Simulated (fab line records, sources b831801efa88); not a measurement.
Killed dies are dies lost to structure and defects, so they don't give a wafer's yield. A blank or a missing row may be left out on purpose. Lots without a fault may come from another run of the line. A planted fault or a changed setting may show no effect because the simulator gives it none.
Which tool did it? | flow gf180mcu | 14 lots, 39 wafers sampled, at 4 steps of a route of 602

WHAT THE GAUGES READ, wafer by wafer
GF_STI_THK_MEAS_30. Usual: STI_OXIDATION_02_THK 10.08 nm, standard deviation 0.19.
lot  | measured    | on            | STI_OXIDATION_02_THK (nm) | flag
L979 | day 2 06:08 | film_metro-04 | 9.95 10.01 9.96           |
L980 | day 2 14:14 | film_metro-01 | 10.27 10.21 10.14         |
L981 | day 2 17:50 | film_metro-01 | 10.23 10.10 10.04         |
L982 | day 2 22:05 | film_metro-01 | 9.85 9.91 10.00           |
L983 | day 3 03:38 | film_metro-01 | 10.02 9.95 9.88           |
L986 | day 3 20:59 | film_metro-02 | 9.87 10.03 9.93           |
L987 | day 3 22:40 | film_metro-04 | 10.21 10.25 10.39         |
L988 | day 4 03:25 | film_metro-04 | 10.20 10.21 10.01         |
L989 | day 4 11:15 | film_metro-02 | 10.27 10.03 10.12         |
L991 | day 4 19:13 | film_metro-01 | 10.12 10.19 10.31         |
L993 | day 5 05:14 | film_metro-04 | 10.34 10.24 10.24         |
L995 | day 5 15:46 | film_metro-02 | 10.02 10.18 10.21         |
L999 | day 6 12:49 | film_metro-04 | 9.71 9.71                 |
L100 | day 6 17:25 | film_metro-04 | 9.86                      |

GF_DUAL_GATE_OVL_MEAS_11. Usual: DUAL_GATE_OVL -0.1 nm, standard deviation 1.4.
lot  | measured     | on         | DUAL_GATE_OVL (nm) | flag
L979 | day 8 05:50  | overlay-01 | 0.0 -1.8 -2.5      |
L980 | day 8 16:13  | overlay-02 | 0.5 -2.0 -0.4      |
L981 | day 8 22:49  | overlay-02 | -1.2 -1.4 -0.7     |
L982 | day 9 04:46  | overlay-02 | -1.2 -2.2 -1.6     |
L983 | day 9 14:22  | overlay-02 | 0.4 -0.5 -0.7      |
L986 | day 10 13:28 | overlay-01 | 1.1 -0.9 0.7       |
L987 | day 10 15:16 | overlay-02 | -0.5 1.0 1.3       |
L988 | day 10 18:55 | overlay-02 | -0.7 -1.2 1.8      |
L989 | day 11 08:31 | overlay-02 | 0.8 0.8 0.8        |
L991 | day 11 20:07 | overlay-02 | -1.4 -0.5 -1.6     |
L993 | day 12 11:07 | overlay-02 | 0.6 0.5 0.4        |
L995 | day 12 21:40 | overlay-01 | 0.5 -0.6 0.4       |
L999 | day 14 03:19 | overlay-01 | 0.6 0.3            |
L100 | day 14 09:04 | overlay-01 | -3.0               |

GF_NSD_TW_MEAS_12. Usual: NSD_TW 4269, standard deviation 30.
lot  | measured     | on            | NSD_TW         | flag
L979 | day 13 05:17 | film_metro-03 | 4341 4318 4291 |
L980 | day 13 16:10 | film_metro-04 | 4213 4251 4204 |
L981 | day 14 02:34 | film_metro-04 | 4255 4264 4291 |
L982 | day 14 06:53 | film_metro-01 | 4273 4250 4263 |
L983 | day 14 18:01 | film_metro-03 | 4316 4325 4316 |
L986 | day 16 06:34 | film_metro-03 | 4275 4261 4286 |
L987 | day 16 07:55 | film_metro-04 | 4273 4237 4268 |
L988 | day 16 14:40 | film_metro-04 | 4276 4260 4280 |
L989 | day 17 03:26 | film_metro-04 | 4278 4259 4264 |
L991 | day 17 15:10 | film_metro-01 | 4272 4269 4252 |
L993 | day 18 09:32 | film_metro-04 | 4234 4223 4226 |
L995 | day 18 22:28 | film_metro-03 | 4322 4308 4315 |
L999 | day 20 09:02 | film_metro-04 | 4275 4263      |
L100 | day 20 15:13 | film_metro-01 | 4230           |

WHICH TOOL RAN EACH LOT (tool, then ch and the chambers of the sampled wafers, then the start)
lot  | GF_HV_LDD_IMPLANT_34
L979 | implanter-04 ch 0, day 11 11:20
L980 | implanter-03 ch 0, day 11 20:28
L981 | implanter-01 ch 0, day 12 05:52
L982 | implanter-04 ch 0, day 12 09:50
L983 | implanter-01 ch 0, day 12 21:19
L986 | implanter-04 ch 0, day 14 06:13
L987 | implanter-01 ch 0, day 14 07:31
L988 | implanter-03 ch 0, day 14 15:19
L989 | implanter-03 ch 0, day 15 01:26
L991 | implanter-03 ch 0, day 15 14:25
L993 | implanter-04 ch 0, day 16 06:46
L995 | implanter-04 ch 0, day 16 20:22
L999 | implanter-03 ch 0, day 18 04:51
L100 | implanter-03 ch 0, day 18 10:01
- GF_HV_LDD_IMPLANT_34

WHAT THE TOOLS THEMSELVES READ (means of the sampled wafers that have a number; where no wafer has one, the mark that the record gives instead)
GF_HV_LDD_IMPLANT_34. Usual: beam_on_s 10.02 s, standard deviation 0.21; dose_ions_cm2 7.499e+12, standard deviation 7.9e+09; faraday_current_uA 42.2, standard deviation 0.89.
lot  | tool         | beam_on_s (s) | dose_ions_cm2 | faraday_current_uA | flag
L979 | implanter-04 | 9.98          | 7.508e+12     | 42.3               |
L980 | implanter-03 | 10.11         | 7.492e+12     | 41.9               |
L981 | implanter-01 | 9.99          | 7.496e+12     | 42.4               |
L982 | implanter-04 | 9.85          | 7.493e+12     | 43.0               |
L983 | implanter-01 | 10.01         | 7.501e+12     | 42.1               |
L986 | implanter-04 | 10.04         | 7.496e+12     | 42.2               |
L987 | implanter-01 | 9.91          | 7.493e+12     | 42.6               |
L988 | implanter-03 | 9.98          | 7.491e+12     | 42.3               |
L989 | implanter-03 | 10.12         | 7.500e+12     | 41.8               |
L991 | implanter-03 | 10.07         | 7.495e+12     | 42.0               |
L993 | implanter-04 | 9.92          | 7.498e+12     | 42.6               |
L995 | implanter-04 | 10.07         | 7.500e+12     | 41.9               |
L999 | implanter-03 | 8.94          | 7.486e+12     | 47.4               | OFF
L100 | implanter-03 | 9.17          | 7.497e+12     | 46.2               | OFF

THE ANSWER, worked out from the rows above alone
Rule: a lot is off if the mean of its wafers that have a number lies more than 3 standard deviations from the usual mean. A lot without any number at a reading at which 4 lots or more have one is off too. The other lots that the step has rows for count as sound. The gauges are gone through in route order, then the tools' own readings, and for those a lot's mean is taken as printed above. The first step at which some lot is off is used, and at that step the reading that is off furthest; a lot without a number counts as furthest.
Off: L999, L100, at GF_HV_LDD_IMPLANT_34 (faraday_current_uA).
A tool fits if, at that step or a process step before it, it ran every lot that is off, and no sound lot after the first of them. One fits: implanter-03 at GF_HV_LDD_IMPLANT_34. Its last sound lot is L991 (day 15 14:25), its first lot that is off L999 (day 18 04:51): a fault that began between those two fits.
The tool's own readings at GF_HV_LDD_IMPLANT_34 bear it out: on the lots that are off they differ by more than 5 times the standard deviation of the sound lots' means. beam_on_s reads 9.05 s there against 10.00 s on the sound lots; faraday_current_uA reads 46.8 there against 42.3 on the sound lots.

WHAT THE SIMULATOR HAD PUT IN
Process parameter drift: implanter-03, from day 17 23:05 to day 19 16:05, at GF_HV_LDD_IMPLANT_34. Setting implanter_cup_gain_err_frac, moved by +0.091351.
Lots struck among those shown: L999, L100. The rule above found the same.
